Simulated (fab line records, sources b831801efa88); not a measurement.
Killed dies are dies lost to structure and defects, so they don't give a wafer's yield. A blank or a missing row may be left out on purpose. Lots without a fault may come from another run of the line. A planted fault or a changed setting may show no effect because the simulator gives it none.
Which tool did it? | flow gf180mcu | 14 lots, 42 wafers sampled, at 5 steps of a route of 602

WHAT THE GAUGES READ, wafer by wafer
GF_VT_IMPLANT_TW_MEAS_43.
lot  | measured     | on            | VT_IMPLANT_4_TW
L525 | day 7 12:25  | film_metro-02 | 693 693 693
L526 | day 7 19:34  | film_metro-01 | 682 681 680
L528 | day 8 05:17  | film_metro-01 | 685 686 685
L530 | day 8 21:47  | film_metro-02 | 697 696 696
L531 | day 9 04:37  | film_metro-01 | 681 680 682
L532 | day 9 18:41  | film_metro-03 | 688 686 689
L534 | day 10 05:23 | film_metro-03 | 680 678 682
L535 | day 10 12:17 | film_metro-03 | 684 687 679
L536 | day 10 17:00 | film_metro-01 | 687 690 691
L537 | day 10 22:52 | film_metro-03 | 684 681 681
L538 | day 11 03:22 | film_metro-01 | 683 684 684
L543 | day 12 11:38 | film_metro-01 | 684 682 679
L544 | day 12 22:22 | film_metro-01 | 678 683 685
L547 | day 13 16:54 | film_metro-02 | 695 691 691

GF_POLY_GATE_CD_MEAS_10: target cd 280 nm.
lot  | measured     | on        | cd_nm (nm)
L525 | day 9 02:26  | cd_sem-01 | 282.0 281.8 281.5
L526 | day 9 10:41  | cd_sem-01 | 279.7 278.2 279.6
L528 | day 9 21:20  | cd_sem-01 | 279.8 279.5 279.8
L530 | day 10 14:11 | cd_sem-01 | 281.2 281.8 281.8
L531 | day 10 21:23 | cd_sem-01 | 281.0 280.6 279.8
L532 | day 11 13:01 | cd_sem-02 | 281.2 280.7 279.9
L534 | day 12 00:25 | cd_sem-01 | 280.5 280.2 280.6
L535 | day 12 07:27 | cd_sem-01 | 278.8 278.6 280.6
L536 | day 12 12:28 | cd_sem-02 | 281.8 281.6 281.4
L537 | day 12 20:47 | cd_sem-01 | 282.8 282.4 281.4
L538 | day 13 00:28 | cd_sem-01 | 280.6 279.9 281.0
L543 | day 14 10:16 | cd_sem-01 | 279.3 279.6 280.1
L544 | day 14 21:17 | cd_sem-02 | 280.2 280.3 280.5
L547 | day 15 16:37 | cd_sem-01 | 277.2 279.9 279.7

GF_POLY_GATE_THK_MEAS_17.
lot  | measured     | on            | POLY_GATE_OXIDATION_THK (nm)
L525 | day 9 04:07  | film_metro-04 | 4.11 4.11 4.15
L526 | day 9 13:06  | film_metro-03 | 3.87 3.74 3.77
L528 | day 9 23:20  | film_metro-02 | 3.88 3.83 3.90
L530 | day 10 17:10 | film_metro-03 | 4.03 3.89 3.99
L531 | day 11 00:32 | film_metro-03 | 3.97 3.88 4.04
L532 | day 11 14:40 | film_metro-02 | 3.96 3.91 3.83
L534 | day 12 02:04 | film_metro-02 | 4.12 3.93 3.95
L535 | day 12 09:08 | film_metro-02 | 3.93 3.93 3.94
L536 | day 12 15:11 | film_metro-03 | 4.05 3.96 3.99
L537 | day 12 22:39 | film_metro-02 | 3.99 4.03 4.05
L538 | day 13 02:07 | film_metro-02 | 4.02 4.01 4.04
L543 | day 14 11:55 | film_metro-03 | 3.87 3.85 3.80
L544 | day 14 23:09 | film_metro-03 | 3.99 3.93 3.95
L547 | day 15 18:16 | film_metro-02 | 4.00 4.06 4.04

GF_HV_LDD_TW_MEAS_23.
lot  | measured     | on            | HV_LDD_2_TW
L525 | day 10 16:48 | film_metro-04 | 1040 1035 1037
L526 | day 11 01:06 | film_metro-04 | 1044 1038 1035
L528 | day 11 12:02 | film_metro-04 | 1036 1038 1034
L530 | day 12 06:59 | film_metro-02 | 1069 1064 1065
L531 | day 12 15:23 | film_metro-02 | 1063 1068 1067
L532 | day 13 06:52 | film_metro-02 | 1060 1055 1055
L534 | day 13 17:32 | film_metro-04 | 1034 1039 1037
L535 | day 14 02:01 | film_metro-04 | 1031 1033 1039
L536 | day 14 07:57 | film_metro-01 | 1042 1041 1041
L537 | day 14 15:23 | film_metro-01 | 1040 1043 1038
L538 | day 14 19:19 | film_metro-01 | 1034 1041 1042
L543 | day 16 08:30 | film_metro-04 | 1002 999 1006
L544 | day 16 20:03 | film_metro-04 | 1003 993 1000
L547 | day 17 15:25 | film_metro-02 | 1031 1029 1027

WHICH TOOL RAN EACH LOT (tool, then ch and the chambers of the sampled wafers, then the start)
lot  | GF_HV_LDD_IMPLANT_21
L525 | implanter-04 ch 0, day 10 16:33
L526 | implanter-04 ch 0, day 11 00:51
L528 | implanter-04 ch 0, day 11 11:47
L530 | implanter-03 ch 0, day 12 06:39
L531 | implanter-01 ch 0, day 12 15:08
L532 | implanter-04 ch 0, day 13 06:31
L534 | implanter-01 ch 0, day 13 17:19
L535 | implanter-03 ch 0, day 14 01:46
L536 | implanter-03 ch 0, day 14 07:44
L537 | implanter-01 ch 0, day 14 15:08
L538 | implanter-01 ch 0, day 14 19:03
L543 | implanter-01 ch 0, day 16 08:17
L544 | implanter-01 ch 0, day 16 19:48
L547 | implanter-01 ch 0, day 17 15:12
- GF_HV_LDD_IMPLANT_21

WHAT THE TOOLS THEMSELVES READ (means of the sampled wafers that have a number; where no wafer has one, the mark that the record gives instead)
GF_HV_LDD_IMPLANT_21.
lot  | tool         | dose_ions_cm2 | faraday_current_uA
L525 | implanter-04 | 5.005e+13     | 281
L526 | implanter-04 | 4.997e+13     | 279
L528 | implanter-04 | 4.997e+13     | 281
L530 | implanter-03 | 5.002e+13     | 282
L531 | implanter-01 | 5.003e+13     | 286
L532 | implanter-04 | 5.002e+13     | 285
L534 | implanter-01 | 5.000e+13     | 281
L535 | implanter-03 | 5.006e+13     | 278
L536 | implanter-03 | 5.001e+13     | 279
L537 | implanter-01 | 5.003e+13     | 280
L538 | implanter-01 | 4.998e+13     | 283
L543 | implanter-01 | 4.454e+13     | 254
L544 | implanter-01 | 4.459e+13     | 255
L547 | implanter-01 | 4.461e+13     | 251

THE ANSWER, worked out from the rows above alone
Rule: what is usual is taken from the lots themselves. Put in order of their means at a reading, lots are off if they are a third of the lots or fewer, leave a main group of 4 or more, and stand apart from it by a gap of 3 or more times the standard deviation of the main group's means; of several such gaps the widest counts. A main group whose means are all the same, to the digits that the tables above print for the reading, isn't used. A lot without any number at a reading at which 4 lots or more have one is off too. The other lots that the step has rows for count as sound. The gauges are gone through in route order, then the tools' own readings, and for those a lot's mean is taken as printed above. The first step at which some lot is off is used, and at that step the reading that is off furthest; a lot without a number counts as furthest.
Off: L543, L544, L547, at GF_HV_LDD_IMPLANT_21 (dose_ions_cm2). The main group: mean 5.001e+13, standard deviation 2.9e+10.
A tool fits if, at that step or a process step before it, it ran every lot that is off, and no sound lot after the first of them. One fits: implanter-01 at GF_HV_LDD_IMPLANT_21. Its last sound lot is L538 (day 14 19:03), its first lot that is off L543 (day 16 08:17): a fault that began between those two fits.
The tool's own readings at GF_HV_LDD_IMPLANT_21 bear it out: on the lots that are off they differ by more than 5 times the standard deviation of the sound lots' means. dose_ions_cm2 reads 4.458e+13 there against 5.001e+13 on the sound lots; faraday_current_uA reads 253 there against 281 on the sound lots.

WHAT THE SIMULATOR HAD PUT IN
Process parameter drift: implanter-01, from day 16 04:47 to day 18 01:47, at GF_HV_LDD_IMPLANT_21. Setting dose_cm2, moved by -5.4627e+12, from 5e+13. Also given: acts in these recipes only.
Lots struck among those shown: L543, L544, L547. The rule above found the same.
